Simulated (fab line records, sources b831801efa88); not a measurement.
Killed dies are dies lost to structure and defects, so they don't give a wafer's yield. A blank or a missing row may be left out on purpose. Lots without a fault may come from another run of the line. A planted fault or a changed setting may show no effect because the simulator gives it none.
fab line records | flow sky130
record lots=13 wafers=39 last_day=50
route steps=708 shown NWELL@81 PWDE@84 VT_ADJUST_LVTN@115 VT_ADJUST_NCORE@128
lots that met no fault: from a run of the same line without faults
start_h: hours from the record's first day to the start of the lot's first wafer shown | wait_h: hours since the lot's step before | " the same as in the row above | L1.1+2: a row that stands for several wafers | - no value, or no start given | * or withheld: withheld | < > ~ a bound
route shown NAME@n: a module of which the file shows steps, and the number in the route of the first | usual: mean/standard deviation of fault-free wafers | same: alike in all rows | chamber/n: place in a boat | sites: the reading at each site | _std_site: their standard deviation | _edge_site: outer sites' mean less inner sites' | radius_mm: how far each site lies from the wafer's centre | mask NAME#n: copy n | behind: the tool/chamber that last shaped the wafer | hold: why the lot was held/for how many hours/how that ended | device: the transistor (n, p or np) that didn't switch | end of line: the same wafers' tests at the end of the route | a step without rows: its recipe alone | killed: dies lost to structure and defects at the first sort, not the wafer's yield | map: a wafer's dies, x killed, . not, _ none there
set.NAME: the setting as run; set.NAME@STEP: as run at that earlier step | model.NAME: the simulator's own value behind a step, which no gauge read
steps of the route over a sample of lots; a table a step, a row a wafer
services: from which hour (start_h, from the record's first day; less than 0 if before it) a tool's chamber was out of use, for how many hours, and why
## steps
# step SKY_NWELL_RTA_28
# recipe temp_c=1050 time_s=30 idle_temp_c=650 ramp_up_c_per_s=150 ramp_down_c_per_s=90 ambient=N2
# usual lamp_power_pct=25.31/0.053 wafer_temp_C_max=1054.9/0.92
# columns lot.wafer tool chamber start_h wait_h lamp_power_pct wafer_temp_C_max
L384.1 rtp_anneal-01 0 97.61 0.0 25.33 1055.0
L384.4 " 0 " " 25.22 1054.5
L384.6 " 0 " " 25.39 1055.8
L386.1 rtp_anneal-02 0 115.97 0.0 25.30 1054.6
L386.2 " 0 " " 25.33 1054.9
L386.5 " 0 " " 25.25 1055.1
L387.2 rtp_anneal-01 0 120.54 0.0 25.30 1053.9
L387.3 " 0 " " 25.27 1055.1
L387.4 " 0 " " 25.26 1054.2
L388.2 rtp_anneal-02 0 127.64 0.0 25.33 1055.7
L388.5 " 0 " " 25.27 1054.0
L388.6 " 0 " " 25.38 1053.8
L390.1 rtp_anneal-01 0 148.48 0.0 25.33 1054.8
L390.2 " 0 " " 25.33 1054.4
L390.3 " 0 " " 25.37 1054.0
L391.2 rtp_anneal-02 0 148.51 0.0 25.34 1056.6
L391.4 " 0 " " 25.29 1054.3
L391.5 " 0 " " 25.25 1055.1
L392.1 rtp_anneal-01 0 153.61 0.0 25.40 1054.9
L392.2 " 0 " " 25.35 1054.0
L392.5 " 0 " " 25.29 1056.0
L393.3 rtp_anneal-01 0 160.79 0.0 25.24 1056.0
L393.4 " 0 " " 25.21 1055.0
L393.6 " 0 " " 25.31 1055.5
L395.1 rtp_anneal-02 0 168.63 0.0 25.25 1054.3
L395.3 " 0 " " 25.36 1054.1
L395.4 " 0 " " 25.34 1053.3
L394.2 rtp_anneal-01 0 170.04 0.0 25.38 1055.7
L394.3 " 0 " " 25.26 1054.4
L394.4 " 0 " " 25.35 1055.0
L396.1 rtp_anneal-02 0 176.26 0.0 25.28 1057.4
L396.4 " 0 " " 25.29 1053.6
L396.6 " 0 " " 25.31 1055.0
L402.1 rtp_anneal-02 0 207.52 0.0 25.41 1054.8
L402.3 " 0 " " 25.23 1057.3
L402.5 " 0 " " 25.28 1054.4
L405.1 rtp_anneal-01 0 245.19 0.0 25.36 1056.5
L405.2 " 0 " " 25.32 1053.3
L405.4 " 0 " " 25.31 1056.6
# step SKY_NWELL_RS_MEAS_31
# recipe thk_meas_gauge=four-point-probe
# usual PWDE_RS=5274/18
# columns lot.wafer tool chamber start_h wait_h PWDE_RS[ohm/sq]
L384.1 film_metro-02 - 97.95 0.1 5256
L384.4 " - " " 5234
L384.6 " - " " 5278
L386.1 film_metro-02 - 116.31 0.1 5298
L386.2 " - " " 5305
L386.5 " - " " 5294
L387.2 film_metro-04 - 120.88 0.1 5292
L387.3 " - " " 5283
L387.4 " - " " 5282
L388.2 film_metro-04 - 127.99 0.1 5267
L388.5 " - " " 5277
L388.6 " - " " 5267
L390.1 film_metro-02 - 148.82 0.1 5254
L390.2 " - " " 5251
L390.3 " - " " 5253
L391.2 film_metro-04 - 148.87 0.1 5308
L391.4 " - " " 5292
L391.5 " - " " 5276
L392.1 film_metro-04 - 153.95 0.1 5264
L392.2 " - " " 5258
L392.5 " - " " 5272
L393.3 film_metro-01 - 161.14 0.1 5279
L393.4 " - " " 5288
L393.6 " - " " 5280
L395.1 film_metro-01 - 168.97 0.1 5274
L395.3 " - " " 5261
L395.4 " - " " 5264
L394.2 film_metro-02 - 170.47 0.1 5267
L394.3 " - " " 5299
L394.4 " - " " 5306
L396.1 film_metro-01 - 176.60 0.1 5251
L396.4 " - " " 5280
L396.6 " - " " 5281
L402.1 film_metro-01 - 207.86 0.1 5263
L402.3 " - " " 5257
L402.5 " - " " 5278
L405.1 film_metro-01 - 245.53 0.1 5266
L405.2 " - " " 5253
L405.4 " - " " 5285
# step SKY_VT_ADJUST_LVTN_OVL_MEAS_18
# usual VT_ADJUST_LVTN_01_OVL=-0.8/1.5
# columns lot.wafer tool chamber start_h wait_h VT_ADJUST_LVTN_01_OVL[nm]
L384.1 overlay-02 - 152.86 0.1 -1.1
L384.4 " - " " -0.7
L384.6 " - " " -0.1
L386.1 overlay-02 - 173.69 0.1 -1.0
L386.2 " - " " -1.7
L386.5 " - " " -1.2
L387.2 overlay-01 - 178.49 0.1 -3.0
L387.3 " - " " -2.9
L387.4 " - " " -2.4
L388.2 overlay-01 - 185.89 0.1 -0.9
L388.5 " - " " -1.9
L388.6 " - " " -1.0
L390.1 overlay-02 - 208.38 0.1 0.6
L390.2 " - " " 1.2
L390.3 " - " " 0.8
L391.2 overlay-02 - 209.28 0.1 0.0
L391.4 " - " " 1.4
L391.5 " - " " 1.1
L392.1 overlay-02 - 216.21 0.1 -0.8
L392.2 " - " " -1.7
L392.5 " - " " -0.1
L393.3 overlay-01 - 223.45 0.1 -3.1
L393.4 " - " " -3.9
L393.6 " - " " -4.6
L395.1 overlay-01 - 233.34 0.1 -3.7
L395.3 " - " " -3.8
L395.4 " - " " -3.5
L394.2 overlay-01 - 234.18 0.1 -1.3
L394.3 " - " " -1.6
L394.4 " - " " -0.4
L396.1 overlay-02 - 242.29 0.1 -2.3
L396.4 " - " " -2.3
L396.6 " - " " -3.1
L402.1 overlay-02 - 278.79 0.1 1.5
L402.3 " - " " -0.6
L402.5 " - " " 0.9
L405.1 overlay-02 - 320.48 0.1 0.6
L405.2 " - " " 0.3
L405.4 " - " " 0.1
# step SKY_VT_ADJUST_NCORE_IMPLANT_09
# recipe species=B energy_kev=10 dose_cm2=2.4e+12 tilt_deg=withheld
# usual beam_on_s=10.00/0.18 faraday_current_uA=13.54/0.25
# columns lot.wafer tool chamber start_h wait_h beam_on_s faraday_current_uA
L384.1 implanter-02 0 172.43 0.0 10.06 13.42
L384.4 " 0 " " 10.22 13.23
L384.6 " 0 " " 9.95 13.64
L386.1 implanter-02 0 194.95 0.0 9.90 13.64
L386.2 " 0 " " 9.89 13.69
L386.5 " 0 " " 10.09 13.47
L387.2 implanter-02 0 199.77 0.0 9.89 13.72
L387.3 " 0 " " 10.13 13.39
L387.4 " 0 " " 9.79 13.77
L388.2 implanter-03 0 207.02 0.0 10.11 13.37
L388.5 " 0 " " 10.12 13.30
L388.6 " 0 " " 10.47 12.99
L390.1 implanter-02 0 231.13 0.0 10.26 13.13
L390.2 " 0 " " 9.92 13.64
L390.3 " 0 " " 9.81 13.85
L391.2 implanter-03 0 232.11 0.0 9.98 13.61
L391.4 " 0 " " 9.94 13.56
L391.5 " 0 " " 10.09 13.44
L392.1 implanter-04 0 238.69 0.0 9.70 13.82
L392.2 " 0 " " 9.79 13.85
L392.5 " 0 " " 10.04 13.52
L393.3 implanter-02 0 247.49 0.1 10.03 13.46
L393.4 " 0 " " 9.84 13.77
L393.6 " 0 " " 9.83 13.87
L395.1 implanter-03 0 257.74 0.0 10.16 13.29
L395.3 " 0 " " 10.07 13.44
L395.4 " 0 " " 10.04 13.50
L394.2 implanter-03 0 258.07 0.0 10.30 13.17
L394.3 " 0 " " 9.82 13.82
L394.4 " 0 " " 10.27 13.13
L396.1 implanter-02 0 266.79 0.0 9.91 13.75
L396.4 " 0 " " 10.06 13.48
L396.6 " 0 " " 9.96 13.57
L402.1 implanter-02 0 304.59 0.0 12.18 11.13
L402.3 " 0 " " 12.48 10.82
L402.5 " 0 " " 12.51 10.82
L405.1 implanter-02 0 347.23 0.0 12.84 10.59
L405.2 " 0 " " 12.68 10.68
L405.4 " 0 " " 12.46 10.91
# step SKY_VT_ADJUST_NCORE_TW_MEAS_11
# usual VT_ADJUST_NCORE_TW=219.4/1.3
# columns lot.wafer tool chamber start_h wait_h VT_ADJUST_NCORE_TW
L384.1 film_metro-04 - 172.68 0.1 218.9
L384.4 " - " " 218.4
L384.6 " - " " 219.1
L386.1 film_metro-01 - 195.20 0.1 220.6
L386.2 " - " " 220.5
L386.5 " - " " 219.7
L387.2 film_metro-03 - 200.00 0.1 218.3
L387.3 " - " " 219.2
L387.4 " - " " 220.2
L388.2 film_metro-03 - 207.25 0.1 219.6
L388.5 " - " " 218.2
L388.6 " - " " 219.3
L390.1 film_metro-04 - 231.38 0.1 219.5
L390.2 " - " " 218.4
L390.3 " - " " 218.8
L391.2 film_metro-01 - 232.34 0.1 220.7
L391.4 " - " " 221.8
L391.5 " - " " 221.6
L392.1 film_metro-01 - 238.99 0.1 219.9
L392.2 " - " " 220.8
L392.5 " - " " 221.7
L393.3 film_metro-03 - 247.71 0.1 217.9
L393.4 " - " " 219.6
L393.6 " - " " 218.9
L395.1 film_metro-01 - 257.99 0.1 219.9
L395.3 " - " " 220.0
L395.4 " - " " 220.4
L394.2 film_metro-01 - 258.30 0.1 220.3
L394.3 " - " " 219.7
L394.4 " - " " 219.4
L396.1 film_metro-01 - 267.04 0.1 219.7
L396.4 " - " " 221.3
L396.6 " - " " 219.7
L402.1 film_metro-04 - 304.84 0.1 234.6
L402.3 " - " " 234.0
L402.5 " - " " 236.7
L405.1 film_metro-03 - 347.48 0.1 232.8
L405.2 " - " " 232.4
L405.4 " - " " 232.3
## services
# columns tool chamber start_h hours kind
implanter-04 - 132.58 4.9 repair
implanter-02 - 159.82 8.6 repair
rtp_anneal-01 - 162.26 5.6 pm
implanter-02 - 168.37 3.6 pm
implanter-03 - 198.75 3.6 repair
implanter-02 - 236.28 3.6 pm
implanter-02 - 254.24 10.4 repair
implanter-04 - 263.54 2.3 repair
implanter-02 - 264.36 1.0 repair
implanter-02 - 283.17 1.0 repair
implanter-03 - 293.88 17.8 pm
implanter-03 - 314.17 5.1 repair
## key
first_sign step=SKY_VT_ADJUST_NCORE_IMPLANT_09 reading=beam_on_s direction=up sigmas=14 usual=10.00 struck=12.53
effect step=SKY_VT_ADJUST_NCORE_IMPLANT_09 reading=faraday_current_uA direction=down sigmas=11 usual=13.54 struck=10.82
effect step=SKY_VT_ADJUST_NCORE_TW_MEAS_11 reading=VT_ADJUST_NCORE_TW direction=up sigmas=11 usual=219.4 struck=233.8
met_at SKY_VT_ADJUST_NCORE_IMPLANT_09
struck_lots L402,L405
tester_left_out L402,L405
not_acting_at SKY_NWELL_RTA_28,SKY_NWELL_RS_MEAS_31,SKY_VT_ADJUST_LVTN_OVL_MEAS_18
onset_between 266.79 304.59
fault kind=process_parameter_drift tool=implanter-02 chamber=- onset_h=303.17 steps=SKY_VT_ADJUST_NCORE_IMPLANT_09 channel=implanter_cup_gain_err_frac offset=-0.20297 shape=step end_h=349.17
# tester_left_out: of these lots the tester's yield and bins aren't shown, on N5 and GAA mostly nor the transistor test; their killed dies are dies lost to structure and defects alone, not to doping, threshold or leakage, so they don't give the yield
